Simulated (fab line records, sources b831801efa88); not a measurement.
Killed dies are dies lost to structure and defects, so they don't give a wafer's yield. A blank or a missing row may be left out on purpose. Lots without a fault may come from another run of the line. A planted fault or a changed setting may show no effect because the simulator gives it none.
Which tool did it? | flow sky130 | 13 lots, 39 wafers sampled, at 3 steps of a route of 708

WHAT THE GAUGES READ, wafer by wafer
SKY_LDD_N_TW_MEAS_17.
lot  | measured     | on            | LDD_N_TW
L438 | day 17 23:49 | film_metro-04 | 2562 2551 2562
L439 | day 18 11:50 | film_metro-01 | 2598 2593 2603
L440 | day 18 18:55 | film_metro-01 | 2605 2601 2610
L442 | day 19 14:13 | film_metro-04 | 2540 2534 2532
L443 | day 20 04:50 | film_metro-04 | 2559 2548 2548
L445 | day 21 02:14 | film_metro-04 | 2544 2539 2538
L446 | day 22 00:22 | film_metro-04 | 2528 2530 2533
L448 | day 22 13:10 | film_metro-01 | 2602 2601 2602
L450 | day 22 15:38 | film_metro-01 | 2606 2577 2598
L451 | day 23 06:07 | film_metro-02 | 2566 2560 2576
L459 | day 26 01:17 | film_metro-04 | 2565 2554 2574
L458 | day 26 02:33 | film_metro-02 | 2576 2582 2573
L461 | day 26 08:54 | film_metro-01 | 2606 2622 2606

SKY_LDD_P_CD_MEAS_07: target cd 380 nm.
lot  | measured     | on        | cd_nm (nm)
L438 | day 19 05:23 | cd_sem-02 | 378.5 378.2 379.2
L439 | day 19 17:54 | cd_sem-02 | 378.9 379.5 378.1
L440 | day 20 01:17 | cd_sem-02 | 381.6 383.5 384.5
L442 | day 20 21:31 | cd_sem-01 | 381.1 382.8 379.6
L443 | day 21 12:28 | cd_sem-02 | 379.0 379.2 378.8
L445 | day 22 08:50 | cd_sem-01 | 382.2 382.8 379.5
L446 | day 23 06:25 | cd_sem-02 | 379.2 381.4 381.5
L448 | day 23 19:37 | cd_sem-02 | 379.3 378.8 378.2
L450 | day 23 22:04 | cd_sem-01 | 382.0 382.1 381.8
L451 | day 24 12:35 | cd_sem-01 | 378.7 379.5 379.2
L459 | day 27 05:53 | cd_sem-01 | 378.1 380.9 379.4
L458 | day 27 07:20 | cd_sem-02 | 379.6 380.6 380.8
L461 | day 27 14:20 | cd_sem-01 | 380.0 381.8 382.2

WHICH TOOL RAN EACH LOT (tool, then ch and the chambers of the sampled wafers, then the start)
lot  | SKY_POLY_GATE_ETCH_17
L438 | rie_si-01 ch 0,1, day 16 14:59
L439 | rie_si-02 ch 2,3, day 17 01:17
L440 | rie_si-02 ch 0,1,2, day 17 08:43
L442 | rie_si-02 ch 0,1,2, day 18 03:23
L443 | rie_si-01 ch 0,2,3, day 18 15:37
L445 | rie_si-02 ch 0,2,3, day 19 15:20
L446 | rie_si-01 ch 0,1,3, day 20 14:10
L448 | rie_si-01 ch 0,1,3, day 21 03:26
L450 | rie_si-02 ch 1,3, day 21 06:20
L451 | rie_si-02 ch 0,1,2, day 21 21:10
L459 | rie_si-01 ch 1,2,3, day 24 15:29
L458 | rie_si-02 ch 0,3, day 24 17:08
L461 | rie_si-02 ch 0,1,2, day 24 23:47
- SKY_POLY_GATE_ETCH_17: etches poly-Si in HBr/Cl2, stops on SiO2, target depth 180 nm, time 70.5 s.

WHAT THE TOOLS THEMSELVES READ (means of the sampled wafers that have a number; where no wafer has one, the mark that the record gives instead)
SKY_POLY_GATE_ETCH_17.
lot  | tool      | drypump_motor_current_A (A) | oes_product_au (a.u.) | run_length_s (s) | throttle_valve_pct (%)
L438 | rie_si-01 | 6.0                         | 0.992                 | 99.0             | 33.684
L439 | rie_si-02 | 5.9                         | 0.992                 | 98.3             | 33.682
L440 | rie_si-02 | 5.6                         | 0.987                 | 98.9             | 33.683
L442 | rie_si-02 | 5.6                         | 0.976                 | 99.1             | 33.678
L443 | rie_si-01 | 5.6                         | 0.992                 | 98.6             | 33.681
L445 | rie_si-02 | 5.6                         | 0.980                 | 98.8             | 33.687
L446 | rie_si-01 | 5.6                         | 0.984                 | 98.9             | 33.685
L448 | rie_si-01 | 5.6                         | 0.983                 | 99.1             | 33.671
L450 | rie_si-02 | 6.0                         | 0.996                 | 93.5             | 33.676
L451 | rie_si-02 | 5.6                         | 0.997                 | 93.7             | 33.690
L459 | rie_si-01 | 5.5                         | 0.981                 | 98.6             | 33.683
L458 | rie_si-02 | 5.4                         | 0.985                 | 98.3             | 33.690
L461 | rie_si-02 | 5.6                         | 0.983                 | 99.1             | 33.684

THE ANSWER, worked out from the rows above alone
Rule: what is usual is taken from the lots themselves. Put in order of their means at a reading, lots are off if they are a third of the lots or fewer, leave a main group of 4 or more, and stand apart from it by a gap of 3 or more times the standard deviation of the main group's means; of several such gaps the widest counts. A main group whose means are all the same, to the digits that the tables above print for the reading, isn't used. A lot without any number at a reading at which 4 lots or more have one is off too. The other lots that the step has rows for count as sound. The gauges are gone through in route order, then the tools' own readings, and for those a lot's mean is taken as printed above. The first step at which some lot is off is used, and at that step the reading that is off furthest; a lot without a number counts as furthest.
Off: L450, L451, at SKY_POLY_GATE_ETCH_17 (run_length_s). The main group: mean 98.8 s, standard deviation 0.29.
A tool fits if, at that step or a process step before it, it ran every lot that is off, and no sound lot after the first of them. None of those tried fits.

WHAT THE SIMULATOR HAD PUT IN
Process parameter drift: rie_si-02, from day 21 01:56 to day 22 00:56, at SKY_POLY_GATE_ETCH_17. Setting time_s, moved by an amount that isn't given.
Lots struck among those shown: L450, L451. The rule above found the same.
